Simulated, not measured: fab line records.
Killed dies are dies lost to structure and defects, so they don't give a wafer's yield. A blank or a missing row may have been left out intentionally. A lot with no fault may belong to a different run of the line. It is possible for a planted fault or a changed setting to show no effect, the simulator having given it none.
fab line records    flow gf180mcu    part 2 of 2: steps 29 to 40 of 40
[record] lots = 5  wafers = 15  last-day = 32
route steps=602 shown V1@360 M2@362 V2@382
lots untouched by any fault: they come from a run of this same line in which no faults occurred
start-h: hours from the record's first day to the start of the lot's first wafer shown    wait-h: how many hours have passed since the lot's step before this one    " identical to the entry in the row above    L1.1+2: a row that stands for several wafers    - no value, or no start given    * or withheld: withheld    < > ~ a bound
route shown NAME@n: a module of which the file shows steps, and the number in the route of the first    usual: mean/standard deviation taken from wafers without a fault    same: alike in all rows    chamber/n: place in a boat    sites: readings site by site    _std_site: the values' standard deviation    _edge_site: outer sites' mean less inner sites'    radius-mm: how far each site lies from the wafer's centre    mask NAME#n: copy n    behind: the most recent tool/chamber to have shaped the wafer    hold: why the lot went on hold/how many hours it stayed there/how the hold came to an end    device: names the non-switching transistor (n, p or np)    end of line: at the end of the route, the tests of the same wafers    step lacking rows: just its recipe    killed: count of dies lost to structure and defects at first sort (not the wafer's yield)    map: per-die view of a wafer (x killed, . not killed, _ where there is no die)
set.NAME: the setting as run; set.NAME@STEP: as run at that earlier step    model.NAME: the simulator's own value behind a step, which no gauge read
lots seen at some steps along the route; tables by step, rows by wafer
services: a tool's chamber out of use, with start hour (start-h, from the record's first day; less than 0 if before it), hours out, and reason
[[steps]]
[step GF_V2_DEHYDRATE_06]
[recipe] temp-c = 200  time-s = 60
lot.wafer   tool            chamber  start-h  wait-h
L075.1+2+6  litho-track-04  0        456.95   12.2
L078.2+4+6  litho-track-01  0        486.11   10.9
L079.1+5+6  litho-track-01  0        491.83   11.4
L084.4+5+6  litho-track-01  0        537.01   11.0
L087.1+3+5  litho-track-01  0        559.13   9.9
[step GF_V2_HMDS_07]
[recipe] prime-time-s = 60  prime-temp-c = 120
lot.wafer   tool            chamber  start-h  wait-h
L075.1+2+6  litho-track-04  0        457.10   0.1
L078.2+4+6  litho-track-01  0        486.26   0.1
L079.1+5+6  litho-track-01  0        491.98   0.1
L084.4+5+6  litho-track-01  0        537.16   0.1
L087.1+3+5  litho-track-01  0        559.28   0.1
[step GF_V2_COAT_08]
[recipe] resist = BARC  temp-c = withheld  time-s = withheld  spin-rpm = withheld  resist-thk-nm = withheld
lot.wafer   tool            chamber  start-h  wait-h
L075.1+2+6  litho-track-04  0        457.25   0.1
L078.2+4+6  litho-track-01  0        486.41   0.1
L079.1+5+6  litho-track-01  0        492.13   0.1
L084.4+5+6  litho-track-01  0        537.31   0.1
L087.1+3+5  litho-track-01  0        559.43   0.1
[step GF_V2_COAT_09]
[recipe] resist = KrF  spin-rpm = withheld  resist-thk-nm = 1000
lot.wafer   tool            chamber  start-h  wait-h
L075.1+2+6  litho-track-04  0        -        -
L078.2+4+6  litho-track-01  0        -        -
L079.1+5+6  litho-track-01  0        -        -
L084.4+5+6  litho-track-01  0        -        -
L087.1+3+5  litho-track-01  0        -        -
[step GF_V2_SOFTBAKE_10]
[recipe] temp-c = 130  time-s = 60  resist = KrF
lot.wafer   tool            chamber  start-h  wait-h
L075.1+2+6  litho-track-04  0        -        -
L078.2+4+6  litho-track-01  0        -        -
L079.1+5+6  litho-track-01  0        -        -
L084.4+5+6  litho-track-01  0        -        -
L087.1+3+5  litho-track-01  0        -        -
[step GF_V2_EXPOSE_11]
[recipe] mask-id = Via2  target-cd-nm = 260  na = 0.68  source-shape = conventional  sigma-outer = 0.6  dose-mj = 38
[usual] exposure-dose-mJ-cm2 = 37.94/0.045  focus-offset-nm = 0.0/0.49  stage-vel-mm-s = 499.99/0.27
lot.wafer  tool            chamber  start-h  wait-h  mask    exposure-dose-mJ-cm2  focus-offset-nm  stage-vel-mm-s
L075.1     krf-scanner-01  0        -        -       Via2#0  37.96                 0.3              499.87
L075.2     "               0        "        "       Via2#0  37.95                 -0.7             499.59
L075.6     "               0        "        "       Via2#0  37.92                 0.1              499.66
L078.2     krf-scanner-01  0        -        -       Via2#0  37.90                 0.2              499.84
L078.4     "               0        "        "       Via2#0  37.96                 -0.2             499.95
L078.6     "               0        "        "       Via2#0  37.97                 -0.6             499.86
L079.1     krf-scanner-01  0        -        -       Via2#0  37.96                 -0.8             499.58
L079.5     "               0        "        "       Via2#0  37.88                 -0.1             499.31
L079.6     "               0        "        "       Via2#0  37.91                 0.3              499.74
L084.4     krf-scanner-01  0        -        -       Via2#0  37.89                 -0.3             499.97
L084.5     "               0        "        "       Via2#0  37.94                 0.0              499.86
L084.6     "               0        "        "       Via2#0  37.91                 -0.5             499.73
L087.1     krf-scanner-02  0        -        -       Via2#0  37.97                 0.1              499.76
L087.3     "               0        "        "       Via2#0  37.91                 0.3              500.12
L087.5     "               0        "        "       Via2#0  37.93                 0.2              500.27
[step GF_V2_PEB_12]
[recipe] peb-temp-c = 135  peb-time-s = 90  resist = KrF
lot.wafer   tool            chamber  start-h  wait-h
L075.1+2+6  litho-track-01  0        -        -
L078.2+4+6  litho-track-01  0        -        -
L079.1+5+6  litho-track-04  0        -        -
L084.4+5+6  litho-track-01  0        -        -
L087.1+3+5  litho-track-02  0        -        -
[step GF_V2_DEVELOP_13]
[recipe] develop-time-s = 60  resist = KrF  dev-temp-c = 21
[same] develop-time-s = 60
lot.wafer   tool            chamber  start-h  wait-h
L075.1+2+6  litho-track-01  0        469.23   0.2
L078.2+4+6  litho-track-01  0        498.21   0.2
L079.1+5+6  litho-track-04  0        504.39   0.2
L084.4+5+6  litho-track-01  0        548.86   0.1
L087.1+3+5  litho-track-02  0        571.07   0.2
[step GF_V2_CD_MEAS_14]
[recipe] target-cd-nm = 260
[usual] cd-nm = 260.0/1.3
lot.wafer  tool       chamber  start-h  wait-h  cd-nm
L075.1     cd-sem-01  -        469.38   0.1     258.5
L075.2     "          -        "        "       259.7
L075.6     "          -        "        "       260.6
L078.2     cd-sem-01  -        498.35   0.1     260.0
L078.4     "          -        "        "       259.5
L078.6     "          -        "        "       259.8
L079.1     cd-sem-01  -        504.54   0.1     262.1
L079.5     "          -        "        "       262.0
L079.6     "          -        "        "       261.4
L084.4     cd-sem-01  -        548.99   0.1     259.0
L084.5     "          -        "        "       258.6
L084.6     "          -        "        "       258.4
L087.1     cd-sem-01  -        571.22   0.1     262.6
L087.3     "          -        "        "       261.9
L087.5     "          -        "        "       262.4
[step GF_V2_OVL_MEAS_15]
[usual] V2_OVL = 5/4.7
lot.wafer  tool        chamber  start-h  wait-h  V2_OVL[nm]
L075.1     overlay-01  -        469.50   0.1     10
L075.2     "           -        "        "       4
L075.6     "           -        "        "       5
L078.2     overlay-01  -        498.46   0.1     6
L078.4     "           -        "        "       8
L078.6     "           -        "        "       9
L079.1     overlay-02  -        504.66   0.1     10
L079.5     "           -        "        "       15
L079.6     "           -        "        "       6
L084.4     overlay-01  -        549.07   0.1     3
L084.5     "           -        "        "       7
L084.6     "           -        "        "       3
L087.1     overlay-02  -        571.34   0.1     4
L087.3     "           -        "        "       -3
L087.5     "           -        "        "       7
[step GF_V2_ETCH_16]
[recipe] chemistry = N2/H2  target-depth-a = withheld  overetch-a = withheld  time-s = withheld  target = BARC  ion-energy-ev = 200  source-w = 500  bias-w = 100  pressure-mtorr = 30  n2-flow-sccm = 100  h2-flow-sccm = 200
[usual] drypump-motor-current-A = 5.8/0.3  oes-product-au = 0.855/0.005  throttle-valve-pct = 13.225/0.01
lot.wafer  tool         chamber  start-h  wait-h  drypump-motor-current-A  oes-product-au  throttle-valve-pct
L075.1     rie-diel-02  1        469.54   0.0     5.8                      0.862           13.225
L075.2     "            2        "        "       5.8                      0.848           13.232
L075.6     "            1        "        "       5.8                      0.856           13.225
L078.2     rie-diel-03  2        498.49   0.0     5.6                      0.850           13.205
L078.4     "            1        "        "       6.4                      0.853           13.205
L078.6     "            3        "        "       6.0                      0.854           13.212
L079.1     rie-diel-02  0        504.70   0.0     5.7                      0.848           13.231
L079.5     "            3        "        "       6.3                      0.849           13.235
L079.6     "            2        "        "       5.8                      0.862           13.217
L084.4     rie-diel-03  0        549.09   0.0     6.0                      0.857           13.224
L084.5     "            3        "        "       5.9                      0.855           13.218
L084.6     "            0        "        "       6.0                      0.851           13.221
L087.1     rie-diel-02  0        571.38   0.0     5.8                      0.854           13.218
L087.3     "            3        "        "       6.3                      0.858           13.230
L087.5     "            1        "        "       5.8                      0.853           13.221
[step GF_V2_ETCH_17]
[recipe] chemistry = C4F8/O2/Ar  mask-material = KrF  target = SiO2  stop-on = TiN  source-w = 1500  bias-w = 1200  pressure-mtorr = 40  c4f8-flow-sccm = withheld  O2_flow_sccm = 6  Ar_flow_sccm = 300  time-s = withheld  target-depth-a = 6300
[usual] oes-product-au = 0.855/0.0048
lot.wafer  tool         chamber  start-h  wait-h  oes-product-au
L075.1     rie-diel-02  1        -        -       0.859
L075.2     "            2        "        "       0.861
L075.6     "            1        "        "       0.855
L078.2     rie-diel-03  2        -        -       0.859
L078.4     "            1        "        "       0.850
L078.6     "            3        "        "       0.858
L079.1     rie-diel-02  0        -        -       0.854
L079.5     "            3        "        "       0.863
L079.6     "            2        "        "       0.849
L084.4     rie-diel-03  0        -        -       0.851
L084.5     "            3        "        "       0.857
L084.6     "            0        "        "       0.859
L087.1     rie-diel-02  0        -        -       0.857
L087.3     "            3        "        "       0.857
L087.5     "            1        "        "       0.857
[[services]]
tool            chamber  start-h  hours  kind
rie-diel-02     -        396.35   0.4    repair
rie-diel-03     1        399.17   4.9    repair
cmp-02          -        404.00   4.0    pm
pvd-sputter-04  -        405.41   18.8   repair
cmp-02          -        408.86   2.2    repair
krf-scanner-01  -        408.91   3.6    pm
pvd-sputter-04  -        409.96   3.4    repair
hdpcvd-01       -        413.38   0.3    repair
krf-scanner-02  -        440.57   1.0    pm
pvd-sputter-03  -        455.09   2.2    repair
hdpcvd-01       -        459.47   6.0    pm
krf-scanner-02  -        463.05   0.8    pm
krf-scanner-01  -        469.98   4.4    pm
krf-scanner-02  -        474.35   3.6    pm
krf-scanner-02  -        479.32   0.5    repair
hdpcvd-01       2        497.96   7.5    repair
krf-scanner-01  -        507.74   1.0    pm
krf-scanner-02  -        508.74   1.3    pm
cmp-02          -        532.90   1.5    repair
krf-scanner-01  -        547.52   1.3    pm
krf-scanner-01  -        548.90   0.8    pm
cmp-02          -        562.72   1.0    repair
pvd-sputter-04  -        563.51   2.9    repair
krf-scanner-01  -        570.57   0.2    repair
